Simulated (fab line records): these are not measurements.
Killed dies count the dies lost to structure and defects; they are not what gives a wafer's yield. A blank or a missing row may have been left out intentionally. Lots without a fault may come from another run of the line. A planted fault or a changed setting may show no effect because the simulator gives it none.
One fault seen from 2 desks ; flow sky130 ; every desk sees just its own numbers, and what lay behind them comes last

AT THE TOOL OWNER'S DESK: cmp-02
The tool's own readings at SKY_VIA2_CMP_24 (polishes, stops on SiO2, t overpolish 20 s, target thk 0 nm): means of the sampled wafers that have a number, for each lot that ran on this tool. A lot is out of limits, marked OUT, if its mean lies more than 4 standard deviations from the usual mean; the brackets give that distance.
Columns: A = head pressure psi at SKY_VIA2_CMP_24, usual 3.499 psi; B = motor current A at SKY_VIA2_CMP_24, usual 10.3 A; C = overpolish run s at SKY_VIA2_CMP_24, usual 19.999 s; D = time to endpoint s at SKY_VIA2_CMP_24, usual 102 s
lot;first seen here;A;B;C;D
L332;day 37 13:08;3.500;10.2;20.001;102
L335;day 38 10:40;3.502;11.2;19.997;102
L338;day 39 06:49;3.498;9.6;20.000;109
L337;day 39 09:14;3.508;10.8;19.994;106
L339;day 39 10:11;3.503;11.8;22.470 (+99 or more) OUT;111
L342;day 40 08:50;3.496;9.9;22.479 (+99 or more) OUT;106
L348;day 42 17:04;3.497;10.6;20.007;102
L350;day 43 09:17;3.497;9.8;19.996;103
This desk's finding: out of limits on L339, L342; first on L339, day 39 10:11 (overpolish run s at SKY_VIA2_CMP_24). In limits: L332, L335, L338, L337, L348, L350.

AT THE METROLOGY DESK
What the gauges read for every lot (on any tool): the sampled wafers with a number, averaged. A lot is out of limits, marked OUT, if its mean lies more than 4 standard deviations from the usual mean; the brackets give that distance.
Columns: A = cd nm at SKY_VIA2_CD_MEAS_12, usual 200.0 nm; B = VIA2_W_THK at SKY_VIA2_THK_MEAS_23, usual 430 nm
lot;first seen here;A;B
L331;day 36 20:38;199.7;426
L332;day 37 11:34;201.0;427
L335;day 38 09:16;200.2;434
L338;day 39 05:32;198.9;434
L337;day 39 07:53;201.4;434
L339;day 39 08:57;202.5;427
L340;day 39 18:07;198.7;438
L342;day 40 07:35;201.2;438
L348;day 42 15:47;199.1;432
L350;day 43 07:58;201.5;425
L349;day 43 08:19;198.2;433
L351;day 43 12:47;200.8;428
Finding of this desk: none of the 12 lots has anything out of limits.

ALL TOGETHER
At day 39 10:11, on L339, L342, the tool owner's desk was in a position to raise an alarm.
Nothing out of limits was seen by the metrology desk.
The metrology desk holds a record of L339, L342, inside its limits.
Of the lots named, all ran SKY_VIA2_CMP_24 on cmp-02.

WHAT THE SIMULATOR HAD PUT IN
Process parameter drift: cmp-02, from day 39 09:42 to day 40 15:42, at SKY_VIA2_CMP_24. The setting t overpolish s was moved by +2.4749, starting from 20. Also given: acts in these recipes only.
Shown lots that were struck: L339, L342.
Delay in hours, fault start to first out-of-limits reading, by desk: the tool owner's desk at 0.
